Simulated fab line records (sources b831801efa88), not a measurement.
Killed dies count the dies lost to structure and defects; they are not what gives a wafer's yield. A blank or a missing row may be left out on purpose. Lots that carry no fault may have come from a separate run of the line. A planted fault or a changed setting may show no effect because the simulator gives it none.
Which tool did it? | flow gf180mcu | 6 lots with 18 wafers sampled at 2 steps, on a route of 602 steps

## WHAT THE GAUGES SHOWED, per wafer
GF_VT_IMPLANT_TW_MEAS_43.
lot  | measured     | on            | VT_IMPLANT_4_TW
L938 | day 8 15:17  | film_metro-02 | 684 689 691
L941 | day 9 12:54  | film_metro-01 | 661 663 662
L945 | day 10 06:40 | film_metro-01 | 683 681 683
L951 | day 12 01:43 | film_metro-02 | 693 690 692
L953 | day 12 15:27 | film_metro-02 | 690 691 694
L955 | day 13 02:36 | film_metro-02 | 685 694 691

## TOOL THAT RAN EACH LOT (tool first, then ch and the chambers of the sampled wafers, then the start)
lot  | GF_VT_IMPLANT_IMPLANT_41
L938 | implanter-02 ch 0, day 8 15:02
L941 | implanter-03 ch 0, day 9 12:39
L945 | implanter-02 ch 0, day 10 06:25
L951 | implanter-03 ch 0, day 12 01:29
L953 | implanter-01 ch 0, day 12 15:12
L955 | implanter-03 ch 0, day 13 02:21
- GF_VT_IMPLANT_IMPLANT_41

## THE ANSWER, worked out from the rows above alone
Rule: the usual values come from the lots themselves. The widest of any qualifying gaps counts: lots, ordered by their means at a reading, are off when they make up no more than a third of the lots, leave a main group of 4 or more, and stand apart from it by 3 or more times the standard deviation of that group's means. Not used: any main group whose means are identical at the precision the tables above print for the reading. Also off: a lot with no number at a reading for which 4 or more lots have one. All remaining lots with rows at the step are treated as sound.
Off: L941, seen at GF_VT_IMPLANT_TW_MEAS_43 (VT_IMPLANT_4_TW). The main group has a mean of 689 with a standard deviation of 3.5.
If a tool, at a process step before that reading, ran all the lots that are off and no sound lot after the first of them, it fits. The gauges at GF_VT_IMPLANT_TW_MEAS_43 are tried like those tools. Not one of the candidates tried fits.

## WHAT WAS PUT IN BY THE SIMULATOR
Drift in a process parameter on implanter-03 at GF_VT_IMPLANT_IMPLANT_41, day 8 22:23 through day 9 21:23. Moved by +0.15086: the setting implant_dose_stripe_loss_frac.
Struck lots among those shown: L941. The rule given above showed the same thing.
